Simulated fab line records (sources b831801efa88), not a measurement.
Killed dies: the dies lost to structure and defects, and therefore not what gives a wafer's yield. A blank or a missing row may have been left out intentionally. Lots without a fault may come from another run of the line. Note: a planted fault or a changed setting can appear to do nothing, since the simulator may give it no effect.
fab line records	flow sky130
record lots=11	wafers=33	lastDay=50
route steps=708 shown VIA3@574 VIA4@651 METAL5@663 PAD_OPEN@708
lots that met no fault: taken from a fault-free run of the same line
startH: the number of hours between the record's first day and the start of the first shown wafer of the lot	waitH: hours since the lot's step before	" unchanged from the row above	L1.1+2: a row that stands for several wafers	- no value, or no start was given	* or withheld: withheld	< > ~ a bound
route shown NAME@n: names a module that has steps shown in the file, with the first one's number in the route	usual: mean/standard deviation taken from wafers without a fault	same: alike in all rows	chamber/n: place in a boat	sites: per-site readings	_std_site: their standard deviation	_edge_site: mean of outer sites minus mean of inner sites	radiusMm: how far each site lies from the wafer's centre	mask NAME#n: copy n	behind: the tool/chamber that last shaped the wafer	hold: what put the lot on hold/how long, in hours/how the hold closed	device: names the non-switching transistor (n, p or np)	end of line: the same wafers' tests at the end of the route	a step given without rows: its recipe and nothing more	killed: not the wafer's yield, but the dies lost to structure and defects at the first sort	map: dies across one wafer; x = killed, . = not, _ = none there
set.NAME: the setting as run; set.NAME@STEP: as run at that earlier step	model.NAME: the simulator's own value behind a step, which no gauge read
route steps across a sampled set of lots; one table per step, one row per wafer
services: from which hour (startH, from the record's first day; less than 0 if before it) a tool's chamber was out of use, for how many hours, and why
## steps
# step SKY_VIA3_THK_MEAS_01
# recipe reads=SiO2_of_VIA3_HDPCVD_00
# usual VIA3_HDPCVD_THK=1645/21
lot.wafer	tool	chamber	startH	waitH	VIA3_HDPCVD_THK[nm]
L903.3	filmMetro-04	-	925.64	0.1	1644
L903.4	"	-	"	"	1640
L903.5	"	-	"	"	1635
L904.1	filmMetro-01	-	942.52	0.2	1644
L904.2	"	-	"	"	1624
L904.5	"	-	"	"	1659
L906.1	filmMetro-04	-	996.15	0.1	1662
L906.4	"	-	"	"	1681
L906.6	"	-	"	"	1664
L910.3	filmMetro-03	-	997.68	0.1	1623
L910.4	"	-	"	"	1667
L910.6	"	-	"	"	1640
L913.2	filmMetro-04	-	1001.65	0.1	1669
L913.5	"	-	"	"	1640
L913.6	"	-	"	"	1670
L914.1	filmMetro-03	-	1001.96	0.1	1669
L914.2	"	-	"	"	1669
L914.4	"	-	"	"	1677
L917.1	filmMetro-04	-	1016.61	0.1	1609
L917.3	"	-	"	"	1623
L917.5	"	-	"	"	1646
L919.1	filmMetro-01	-	1030.98	0.1	1642
L919.2	"	-	"	"	1670
L919.3	"	-	"	"	1671
L921.1	filmMetro-01	-	1036.97	0.1	1626
L921.3	"	-	"	"	1675
L921.5	"	-	"	"	1628
L922.1	filmMetro-01	-	1070.02	0.1	1672
L922.3	"	-	"	"	1669
L922.5	"	-	"	"	1676
L923.1	filmMetro-01	-	1070.42	0.1	1647
L923.3	"	-	"	"	1599
L923.4	"	-	"	"	1639
# step SKY_VIA4_ETCH_12
# recipe target=SiO2	chemistry=C4F8/O2/Ar	stopOn=TiN	maskMaterial=NOVOLAK	sourceW=1500	biasW=1200	pressureMtorr=40	c4f8FlowSccm=withheld	O2_flow_sccm=6	Ar_flow_sccm=300	timeS=withheld	targetDepthA=5800
# usual biasW=1200/3.4	chamberPressureMTorr=40.00/0.034	oesProductAu=0.925/0.0045	rfFwdPowerW=1491/5.4
lot.wafer	tool	chamber	startH	waitH	biasW	chamberPressureMTorr	oesProductAu	rfFwdPowerW
L903.3	rieDiel-04	0	1025.90	0.0	1198	40.00	0.927	1489
L903.4	"	1	"	"	1199	39.98	0.925	1487
L903.5	"	0	"	"	1200	40.01	0.921	1484
L904.1	rieDiel-01	0	1040.04	0.0	1199	40.03	0.924	1488
L904.2	"	1	"	"	1197	40.01	0.923	1496
L904.5	"	3	"	"	1203	40.05	0.924	1481
L906.1	rieDiel-01	3	1088.29	0.0	-	-	-	-
L906.4	"	0	"	"	-	-	-	-
L906.6	"	0	"	"	-	-	-	-
L910.3	rieDiel-04	1	1089.39	0.0	-	-	-	-
L910.4	"	2	"	"	-	-	-	-
L910.6	"	0	"	"	-	-	-	-
L913.2	rieDiel-01	2	1094.38	0.0	1204	40.00	0.924	1498
L913.5	"	3	"	"	1198	40.00	0.927	1495
L913.6	"	0	"	"	1199	39.97	0.933	1489
L914.1	rieDiel-04	1	1094.74	0.0	1204	39.97	0.922	1498
L914.2	"	3	"	"	1198	40.05	0.930	1493
L914.4	"	3	"	"	1201	40.03	0.921	1489
L917.1	rieDiel-04	3	1105.80	0.0	1203	39.98	0.923	1481
L917.3	"	1	"	"	1199	39.97	0.927	1496
L917.5	"	3	"	"	1197	40.02	0.926	1494
L919.1	rieDiel-03	1	1118.48	0.0	1204	39.99	0.928	1497
L919.2	"	0	"	"	1201	40.03	0.923	1494
L919.3	"	2	"	"	1199	40.00	0.927	1492
L921.1	rieDiel-01	0	1124.04	0.0	1200	40.02	0.922	1486
L921.3	"	1	"	"	1200	39.99	0.924	1490
L921.5	"	2	"	"	1198	40.02	0.931	1493
L922.1	rieDiel-01	2	1152.64	0.0	1198	39.98	0.920	1496
L922.3	"	1	"	"	1202	39.99	0.927	1500
L922.5	"	3	"	"	1202	40.00	0.931	1494
L923.1	rieDiel-01	0	1153.74	0.0	1203	40.01	0.924	1491
L923.3	"	1	"	"	1203	39.98	0.927	1493
L923.4	"	3	"	"	1198	40.00	0.921	1492
# step SKY_VIA4_STRIP_13
# recipe chemistry=O2/N2	powerW=1400	pressureMtorr=1500	platenTempC=withheld	o2FlowSccm=3000	n2FlowSccm=300	overashFraction=0.5
# usual drypumpMotorCurrentA=5.4/0.43	oesProductAu=0.710/0.004	stripTimeToEndpointS=12.79/0.036
lot.wafer	tool	chamber	startH	waitH	drypumpMotorCurrentA	oesProductAu	rfHoursCounterH	stripTimeToEndpointS
L903.3	plasmaAsher-02	1	1026.01	-	4.9	0.707	-	12.79
L903.4	"	0	"	"	5.5	0.708	-	12.81
L903.5	"	1	"	"	4.9	0.710	-	12.84
L904.1	plasmaAsher-02	0	1040.11	-	5.5	0.708	64	12.84
L904.2	"	1	"	"	4.9	0.712	64	12.78
L904.5	"	0	"	"	5.5	0.707	-	12.81
L906.1	plasmaAsher-04	1	1088.36	-	6.2	0.716	2	14.10
L906.4	"	1	"	"	6.2	0.721	-	14.16
L906.6	"	1	"	"	6.2	0.711	-	14.18
L910.3	plasmaAsher-01	1	1089.50	-	5.0	0.715	-	14.15
L910.4	"	0	"	"	5.5	0.718	-	14.15
L910.6	"	0	"	"	5.5	0.718	-	14.12
L913.2	plasmaAsher-02	0	1094.45	-	5.5	0.714	70	12.71
L913.5	"	0	"	"	5.5	0.707	-	12.80
L913.6	"	1	"	"	4.9	0.708	-	12.77
L914.1	plasmaAsher-02	0	1094.81	-	5.5	0.713	70	12.81
L914.2	"	1	"	"	4.9	0.716	70	12.82
L914.4	"	0	"	"	5.5	0.700	-	12.79
L917.1	plasmaAsher-01	0	1105.88	-	5.5	0.714	97	12.82
L917.3	"	1	"	"	5.0	0.713	-	12.78
L917.5	"	1	"	"	5.0	0.706	-	12.78
L919.1	plasmaAsher-01	0	1118.55	-	5.5	0.702	98	12.75
L919.2	"	1	"	"	4.9	0.707	98	12.80
L919.3	"	0	"	"	5.5	0.706	-	12.83
L921.1	plasmaAsher-02	0	1124.12	-	5.5	0.707	73	12.83
L921.3	"	0	"	"	5.5	0.711	-	12.83
L921.5	"	1	"	"	4.9	0.713	-	12.78
L922.1	plasmaAsher-02	1	1152.72	-	4.9	0.711	76	12.77
L922.3	"	0	"	"	5.5	0.702	-	12.77
L922.5	"	1	"	"	4.9	0.715	-	12.78
L923.1	plasmaAsher-04	0	1153.82	-	5.9	0.716	9	12.79
L923.3	"	1	"	"	6.2	0.714	-	12.80
L923.4	"	0	"	"	5.8	0.710	-	12.79
# step SKY_METAL5_SPUTTER_02
# recipe material=AlCu	targetThkNm=1150	powerW=10600	timeS=61.2	chamberPressurePa=0.4
# usual throttleValvePct=30.2/1.1
lot.wafer	tool	chamber	startH	waitH	throttleValvePct
L903.3	pvdSputter-03	-	1027.31	0.0	30.5
L903.4	"	-	"	"	31.1
L903.5	"	-	"	"	32.1
L904.1	pvdSputter-04	-	1041.45	0.0	29.7
L904.2	"	-	"	"	30.1
L904.5	"	-	"	"	31.1
L913.2	pvdSputter-04	-	1096.07	0.0	30.3
L913.5	"	-	"	"	30.3
L913.6	"	-	"	"	31.2
L914.1	pvdSputter-04	-	1096.67	0.0	29.8
L914.2	"	-	"	"	31.1
L914.4	"	-	"	"	30.7
L917.1	pvdSputter-02	-	1107.22	0.0	28.5
L917.3	"	-	"	"	28.2
L917.5	"	-	"	"	27.8
L919.1	pvdSputter-04	-	1119.88	0.0	29.2
L919.2	"	-	"	"	31.2
L919.3	"	-	"	"	30.8
L921.1	pvdSputter-02	-	1125.46	0.0	29.3
L921.3	"	-	"	"	28.1
L921.5	"	-	"	"	29.5
L922.1	pvdSputter-03	-	1154.06	0.0	32.1
L922.3	"	-	"	"	30.6
L922.5	"	-	"	"	30.6
L923.1	pvdSputter-03	-	1155.17	0.0	32.4
L923.3	"	-	"	"	29.4
L923.4	"	-	"	"	29.0
# step SKY_METAL5_RS_MEAS_05
# recipe thkMeasGauge=four-point-probe	reads=TiN_of_METAL5_SPUTTER_04+Ti_of_METAL5_SPUTTER_03+AlCu_of_METAL5_SPUTTER_02+TiN_of_METAL5_SPUTTER_01+Ti_of_METAL5_SPUTTER_00
# usual METAL5_ALCU_RS=0.0270/0.00035
lot.wafer	tool	chamber	startH	waitH	METAL5_ALCU_RS[ohm/sq]
L903.3	filmMetro-04	-	1027.47	0.1	0.0275
L903.4	"	-	"	"	0.0275
L903.5	"	-	"	"	0.0275
L904.1	filmMetro-01	-	1041.57	0.0	0.0265
L904.2	"	-	"	"	0.0270
L904.5	"	-	"	"	0.0268
L913.2	filmMetro-01	-	1096.21	0.0	0.0270
L913.5	"	-	"	"	0.0270
L913.6	"	-	"	"	0.0275
L914.1	filmMetro-02	-	1096.79	0.0	0.0266
L914.2	"	-	"	"	0.0274
L914.4	"	-	"	"	0.0274
L917.1	filmMetro-01	-	1107.34	0.0	0.0269
L917.3	"	-	"	"	0.0271
L917.5	"	-	"	"	0.0273
L919.1	filmMetro-02	-	1120.00	0.0	0.0264
L919.2	"	-	"	"	0.0271
L919.3	"	-	"	"	0.0270
L921.1	filmMetro-01	-	1125.57	0.0	0.0268
L921.3	"	-	"	"	0.0268
L921.5	"	-	"	"	0.0266
L922.1	filmMetro-01	-	1154.18	0.0	0.0267
L922.3	"	-	"	"	0.0271
L922.5	"	-	"	"	0.0271
L923.1	filmMetro-01	-	1155.29	0.0	0.0276
L923.3	"	-	"	"	0.0272
L923.4	"	-	"	"	0.0270
# step SKY_PAD_OPEN_PROBE_99
# usual defectLimitedYield=82.5/2	killed_at_M0_to_M3=43/7.3	killed_at_M4_up=3.5/2.2	killedAtContacts=24/5.3	killedAtFrontEnd=15/4.2	killedAtOther=0.3/0.67	killedDies=86/9.8	killedOnRim=17/3.8	killedOpen=47/7.2	killedShort=39/6.5	sort_bin_3_pad_short=0.9/0.42	sort_bin_5_function=10.4/1.5	sort_bin_6_memory=6.3/1.2	sortNPass=406/9.9	sortYieldPct=82.5/2
# same grossDies=492	killedAtBackSide=0	sort_bin_4_leakage[%]=0	sort_bin_8_speed[%]=0
lot.wafer	tool	chamber	startH	waitH	defectLimitedYield[%]	killed_at_M0_to_M3	killed_at_M4_up	killedAtContacts	killedAtFrontEnd	killedAtOther	killedDies	killedOnRim	killedOpen	killedShort	sort_bin_3_pad_short[%]	sort_bin_5_function[%]	sort_bin_6_memory[%]	sortNPass	sortYieldPct[%]
L904.1	prober-01	-	1107.47	0.1	81.9	46	0	30	13	0	89	13	46	43	0.8	9.3	7.9	403	81.9
L904.2	prober-01	-	1107.52	0.1	83.1	34	2	29	18	0	83	20	50	31	0.8	10.6	5.5	409	83.1
L904.5	prober-01	-	1107.67	0.2	82.3	41	3	31	12	0	87	22	42	45	1.2	9.3	7.1	405	82.3
L906.1	prober-01	-	1152.61	0.1	0	38	405	34	13	2	492	96	48	36	1.2	93.1	5.7	0	0
L906.4	prober-01	-	1152.76	0.2	0	46	399	23	21	3	492	96	51	45	1.0	92.5	6.5	0	0
L906.6	prober-01	-	1152.86	0.2	0	39	409	19	23	2	492	96	44	40	1.0	92.9	6.1	0	0
L910.3	prober-02	-	1154.21	0.2	0	44	416	24	6	2	492	96	50	30	0.4	93.7	5.9	0	0
L910.4	prober-02	-	1154.26	0.2	0	35	430	18	7	2	492	96	42	29	0.6	95.1	4.3	0	0
L910.6	prober-02	-	1154.36	0.2	0	44	403	29	15	1	492	96	46	42	0.4	92.1	7.5	0	0
L914.1	prober-02	-	1160.41	0.4	83.3	37	2	28	14	1	82	11	45	37	0.2	8.9	7.5	410	83.3
L914.2	prober-02	-	1160.46	0.4	86.2	30	1	25	12	0	68	14	39	29	1.0	7.3	5.5	424	86.2
L914.4	prober-02	-	1160.56	0.5	84.1	34	3	24	17	0	78	17	41	36	0.8	10.0	5.1	414	84.1
L917.1	prober-02	-	1169.90	0.1	83.1	43	2	23	15	0	83	21	46	36	0.2	10.8	5.9	409	83.1
L917.3	prober-02	-	1170.00	0.2	85.0	33	6	17	17	1	74	11	30	44	1.2	8.7	5.1	418	85.0
L917.5	prober-02	-	1170.10	0.2	80.1	47	2	31	18	0	98	17	59	38	1.2	10.6	8.1	394	80.1
# killed by level:class
L904.1 CONTACT:geometricParticle:open=15 VIA1:geometricParticle:open=9 VIA1:geometricParticle:short=8 LI_CONTACT:geometricParticle:open=7 FIELD_ISO:geometricParticle:short=6 METAL1:geometricParticle:short=6 LOCAL_INTERCONNECT:geometricParticle:short=5 VIA3:geometricParticle:short=5
L904.2 CONTACT:geometricParticle:open=16 VIA1:geometricParticle:open=10 VIA2:geometricParticle:open=7 POLY_GATE:geometricParticle:short=6 LI_CONTACT:geometricParticle:open=5 LOCAL_INTERCONNECT:geometricParticle:short=4 VIA2:geometricParticle:short=4 VIA3:geometricParticle:open=4
L904.5 CONTACT:geometricParticle:open=11 VIA1:geometricParticle:short=8 LI_CONTACT:geometricParticle:open=7 VIA1:geometricParticle:open=6 POLY_GATE:geometricParticle:short=6 CONTACT:geometricParticle:short=6 METAL1:geometricParticle:short=5 VIA3:geometricParticle:open=5
L906.1 VIA4:areaEtch=404 CONTACT:geometricParticle:open=14 LI_CONTACT:geometricParticle:open=9 VIA1:geometricParticle:open=7 LOCAL_INTERCONNECT:geometricParticle:short=5 VIA1:geometricParticle:short=5 METAL2:geometricParticle:short=5 VIA2:geometricParticle:open=5
L906.4 VIA4:areaEtch=396 CONTACT:geometricParticle:open=9 VIA3:geometricParticle:open=8 VIA1:geometricParticle:open=8 VIA1:geometricParticle:short=7 FIELD_ISO:geometricParticle:open=5 FIELD_ISO:geometricParticle:short=5 METAL1:geometricParticle:short=5
L906.6 VIA4:areaEtch=407 CONTACT:geometricParticle:open=10 FIELD_ISO:geometricParticle:open=6 LOCAL_INTERCONNECT:geometricParticle:short=5 METAL1:geometricParticle:short=5 VIA1:geometricParticle:open=5 VIA3:geometricParticle:open=5 METAL3:geometricParticle:short=5
L910.3 VIA4:areaEtch=412 VIA1:geometricParticle:open=17 CONTACT:geometricParticle:open=11 VIA2:geometricParticle:open=6 METAL1:geometricParticle:short=5 LI_CONTACT:geometricParticle:open=4 LOCAL_INTERCONNECT:geometricParticle:short=4 VIA3:geometricParticle:open=4
L910.4 VIA4:areaEtch=421 VIA1:geometricParticle:open=12 CONTACT:geometricParticle:open=7 LI_CONTACT:geometricParticle:open=5 METAL1:geometricParticle:short=4 METAL2:geometricParticle:short=4 CONTACT:geometricParticle:short=3 VIA2:geometricParticle:open=3
L910.6 VIA4:areaEtch=402 CONTACT:geometricParticle:open=12 METAL3:geometricParticle:short=9 VIA1:geometricParticle:open=9 CONTACT:geometricParticle:short=7 VIA2:geometricParticle:open=7 POLY_GATE:geometricParticle:open=5 VIA1:geometricParticle:short=5
L914.1 VIA1:geometricParticle:open=11 CONTACT:geometricParticle:open=9 CONTACT:geometricParticle:short=8 METAL2:geometricParticle:short=7 FIELD_ISO:geometricParticle:open=5 POLY_GATE:geometricParticle:open=4 LOCAL_INTERCONNECT:geometricParticle:short=4 VIA2:geometricParticle:open=4
L914.2 CONTACT:geometricParticle:open=10 VIA1:geometricParticle:open=10 VIA2:geometricParticle:open=10 FIELD_ISO:geometricParticle:short=4 LI_CONTACT:geometricParticle:open=4 LI_CONTACT:geometricParticle:short=4 LOCAL_INTERCONNECT:geometricParticle:short=4 CONTACT:geometricParticle:short=3
L914.4 LI_CONTACT:geometricParticle:open=8 VIA3:geometricParticle:open=7 CONTACT:geometricParticle:open=7 FIELD_ISO:geometricParticle:open=6 VIA1:geometricParticle:open=6 CONTACT:geometricParticle:short=5 VIA2:geometricParticle:short=5 LOCAL_INTERCONNECT:geometricParticle:short=4
L917.1 VIA1:geometricParticle:open=9 VIA2:geometricParticle:open=6 LI_CONTACT:geometricParticle:open=6 LOCAL_INTERCONNECT:geometricParticle:short=6 VIA3:geometricParticle:short=6 VIA3:geometricParticle:open=6 CONTACT:geometricParticle:open=5 METAL1:geometricParticle:short=5
L917.3 METAL3:geometricParticle:short=9 POLY_GATE:geometricParticle:open=7 METAL4:geometricParticle:short=6 METAL2:geometricParticle:short=5 CONTACT:geometricParticle:open=5 CONTACT:geometricParticle:short=5 VIA1:geometricParticle:open=5 VIA2:geometricParticle:open=3
L917.5 CONTACT:geometricParticle:open=15 LI_CONTACT:geometricParticle:open=9 METAL1:geometricParticle:short=8 VIA2:geometricParticle:open=8 VIA1:geometricParticle:short=7 VIA1:geometricParticle:open=6 VIA3:geometricParticle:open=6 POLY_GATE:geometricParticle:open=5
## services
tool	chamber	startH	hours	kind
rieDiel-03	-	1002.00	0.3	repair
rieDiel-01	1	1012.21	8.0	repair
pvdSputter-03	1	1020.88	-	consumableReplace:kit
pvdSputter-03	1	1020.88	18.0	scheduledDown
pvdSputter-03	1	1020.88	18.0	ventCycle
rieDiel-04	2	1022.25	8.8	repair
pvdSputter-04	1	1028.98	-	consumableReplace:kit
pvdSputter-04	1	1028.98	18.0	scheduledDown
pvdSputter-04	1	1028.98	18.0	ventCycle
pvdSputter-02	-	1036.23	7.5	repair
rieDiel-01	-	1053.72	2.8	pm
plasmaAsher-04	-	1055.25	9.0	pm
pvdSputter-03	-	1061.07	1.1	repair
rieDiel-01	1	1090.03	-	clean
rieDiel-01	1	1090.03	18.4	scheduledDown
rieDiel-01	1	1090.03	18.4	ventCycle
rieDiel-04	2	1090.42	5.5	repair
pvdSputter-04	0	1096.79	-	consumableReplace:kit
pvdSputter-04	0	1096.79	18.0	scheduledDown
pvdSputter-04	0	1096.79	18.0	ventCycle
rieDiel-04	1	1113.54	1.8	repair
pvdSputter-03	-	1114.49	2.8	repair
pvdSputter-03	0	1142.57	-	consumableReplace:kit
rieDiel-04	2	1144.80	8.0	repair
## key
firstSign step=SKY_VIA4_ETCH_12	reading=toolRecord	direction=missing
effect step=SKY_VIA4_STRIP_13	reading=stripTimeToEndpointS	direction=up	sigmas=38	usual=*	struck=*
effect step=SKY_PAD_OPEN_PROBE_99	reading=killed_at_M4_up	direction=up	sigmas=99+	usual=3.5	struck=410.3
moreKillsBornAt SKY_VIA4_ETCH_12@rieDiel-04=1232	SKY_VIA4_ETCH_12@rieDiel-01=1207
metAt SKY_VIA4_ETCH_12
struckLots L906,L910
laterRowsLeftOut L906.1,L906.4,L906.6,L910.3,L910.4,L910.6
notActingAt SKY_VIA3_THK_MEAS_01,SKY_METAL5_SPUTTER_02,SKY_METAL5_RS_MEAS_05
onsetBetween 1040.04 1088.29
fault kind=skippedStepWhole	tool=rieDiel-01,rieDiel-04	chamber=-	onsetH=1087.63	steps=SKY_VIA4_ETCH_12	scope=struckLotsOnly
# laterRowsLeftOut: the simulator's readings of these wafers behind a module that went badly wrong aren't trusted and aren't shown, but for the sort
